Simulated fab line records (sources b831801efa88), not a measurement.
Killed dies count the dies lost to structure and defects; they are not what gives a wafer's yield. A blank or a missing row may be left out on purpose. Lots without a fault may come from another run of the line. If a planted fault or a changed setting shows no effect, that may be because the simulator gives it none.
Matching of chambers + flow sky130 + wet_bench-01 running SKY_FIELD_ISO_WET_ETCH_28: 4 sister chambers
The step etches SiO2 in dHF, target depth 23.7 nm, time 47 s. 14 wafers are shown with their chamber, then 7 later ones without.

WAFERS PAIRED WITH THEIR CHAMBERS
| wafer  | chamber | run_length_s (s) |
|--------|---------|------------------|
| L571.3 | 0       | 79               |
| L571.4 | 0       | 79               |
| L571.5 | 0       | 79               |
| L573.2 | 2       | 74               |
| L573.3 | 2       | 74               |
| L573.4 | 2       | 74               |
| L574.1 | 2       | 80               |
| L574.3 | 2       | 80               |
| L574.6 | 2       | 80               |
| L577.2 | 3       | 74               |
| L577.4 | 3       | 74               |
| L577.5 | 3       | 74               |
| L581.1 | 1       | 73               |
| L581.3 | 1       | 73               |

SIGNATURES (means of the wafers above)
| reading      | chamber 0 | chamber 1 | chamber 2 | chamber 3 | scatter within a chamber |
|--------------|-----------|-----------|-----------|-----------|--------------------------|
| run_length_s | 79.00     | 73.00     | 77.00     | 74.00     | 2.32                     |
Rule: distance of a wafer from a chamber = root of the sum over the readings of ((wafer's reading minus chamber's mean) / reading's scatter) squared. The wafer belongs to the nearest chamber; if the next one is less than 2 further off, it can't be placed. The scatter: the root of (the sum of the squares of (reading less its chamber's mean) over the shown wafers, divided by (wafers less chambers)).

WAFERS MISSING THEIR CHAMBER
| wafer  | run_length_s (s) |
|--------|------------------|
| L581.4 | 73               |
| L588.1 | 80               |
| L588.3 | 80               |
| L588.4 | 80               |
| L592.2 | 80               |
| L592.4 | 80               |
| L592.5 | 80               |

THE CHAMBER EACH PASSED THROUGH
| wafer  | from the rows above          | in truth |
|--------|------------------------------|----------|
| L581.4 | can't be placed: 1 or 3 or 2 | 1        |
| L588.1 | can't be placed: 0 or 2      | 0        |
| L588.3 | can't be placed: 0 or 2      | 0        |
| L588.4 | can't be placed: 0 or 2      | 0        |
| L592.2 | can't be placed: 0 or 2      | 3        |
| L592.4 | can't be placed: 0 or 2      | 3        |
| L592.5 | can't be placed: 0 or 2      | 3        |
0 of 7 placed correctly. Cannot be placed on the basis of these rows: 7; the candidates contain the true chamber in 4. Number placed wrongly: 0.
